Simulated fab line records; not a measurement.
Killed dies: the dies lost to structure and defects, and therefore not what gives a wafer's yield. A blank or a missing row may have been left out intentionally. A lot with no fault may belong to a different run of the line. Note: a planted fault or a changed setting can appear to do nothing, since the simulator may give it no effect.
A struck lot beside a sound one ; flow sky130 ; 15 out of 708 route steps
Sound: wafers L722.1, L722.5, L722.6. Struck: wafers L727.3, L727.4, L727.5. Last of all comes the cause.
Per side, at each step with rows, come the tool, then ch with its chambers, and then its first start. Under that, the readings that differ: sound wafers ; struck wafers ; difference of the means ; sigmas: that difference in standard deviations of wafers without a fault.
alike: same words and numbers on both sides, and readings whose means sit less than 2 such deviations apart. not compared: any withheld reading, any reading some wafer has no value for, any bound like >300 that may hide the same value, and any number with overlapping values for which the record gives no deviation.
The two part at a step that has a row with sigmas, a row that says differs or no value, or rows on one side only. When numbers do not overlap yet have no deviation, they are printed without sigmas and do not part them. Lack of a reading on every wafer of one side parts them only where that side has two or more wafers.

SKY_VT_ADJUST_PCH_STRIP_09: strips in O2/N2.
  sound on plasma_asher-01 ch 0,1, day 12 10:27; struck on plasma_asher-04 ch 0,1, day 13 18:53
  alike: drypump_motor_current_A, oes_product_au, strip_time_to_endpoint_s
  not compared: rf_hours_counter_h
SKY_VT_ADJUST_PCH_TW_MEAS_10:
  sound: film_metro-03 at day 12 10:33; struck: film_metro-03 at day 13 18:58
  alike: VT_ADJUST_PCH_TW
then, 7 steps without rows for these wafers: SKY_SONOS_TUNNEL_DEHYDRATE_00 (time 60 s); SKY_SONOS_TUNNEL_HMDS_01 (prime time 60 s); SKY_SONOS_TUNNEL_COAT_02 (resist thk 1140 nm); SKY_SONOS_TUNNEL_SOFTBAKE_03 (time 60 s); SKY_SONOS_TUNNEL_EXPOSE_04 (exposes mask TUNM, target cd 410 nm); SKY_SONOS_TUNNEL_PEB_05; SKY_SONOS_TUNNEL_DEVELOP_06 (develop time 60 s).
SKY_SONOS_TUNNEL_CD_MEAS_07: target cd 410 nm.
  sound: cd_sem-02 at day 13 10:01; struck: cd_sem-01 at day 14 22:30
  alike: cd_nm
SKY_SONOS_TUNNEL_OVL_MEAS_08:
  sound: overlay-01 at day 13 10:08; struck: overlay-02 at day 14 22:35
  alike: SONOS_TUNNEL_OVL
next, for these wafers, 1 step has no rows: SKY_SONOS_TUNNEL_IMPLANT_09.
SKY_SONOS_TUNNEL_WET_ETCH_10: etches SiO2 in dHF, target depth 14 nm, time 280 s.
  sound on wet_bench-02 ch 0, day 13 10:19; struck on wet_bench-01 ch 1, day 14 22:46
reading;sound;struck;difference;sigmas
run_length_s (s);313 313 313;164 164 164;-149;-40
then, 1 step without rows for these wafers: SKY_SONOS_TUNNEL_STRIP_11 (strips in SPM, time 600 s).
-- a jump in the record: the struck wafers' starts before and after are 34 days apart (it breaks off in module SONOS_TUNNEL and resumes in module PAD_OPEN, where the first step shown is number 708 of the route) --
SKY_PAD_OPEN_PROBE_99:
  sound: prober-02 at day 47 19:28; struck: prober-02 at day 49 02:14
reading;sound;struck;difference;sigmas
model.etest.sonos_erased.drive_ua_um;155.2 206.6 187.9;22 23.38 22.16;-161;
model.etest.sonos_uncharged.r_on_ohm_um;816.4 815.1 818.4;846.1 848.3 829;+24.5;
model.etest.sonos_erased.vt_v (V);-2.151 -2.319 -2.253;-0.411 -0.4383 -0.3989;+1.825;
model.etest.sonos_programmed.off_log10_a_um;-13.95 -13.92 -14;-10.66 -12.19 -12.18;+2.28;
model.etest.cap_ono.gate_log10_a_cm2;-8.179 -7.846 -7.854;-9.325 -9.131 -9.116;-1.231;
model.etest.cap_ono.gate_bv_v (V);16.7 16.39 16.5;17.82 17.36 16.88;+0.82;
model.etest.cap_ono.tox_acc_nm (nm);13.09 12.88 12.92;14 13.84 13.76;+1;
model.etest.sonos_programmed.vt_v (V);1.373 1.505 1.463;0.6622 0.8326 0.8827;-0.6545;

WHERE THEY PART
Only at SKY_SONOS_TUNNEL_WET_ETCH_10, as far as this record shows.

WHY: what had been put in by the simulator
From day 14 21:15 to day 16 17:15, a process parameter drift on wet_bench-01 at SKY_SONOS_TUNNEL_WET_ETCH_10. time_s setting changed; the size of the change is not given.
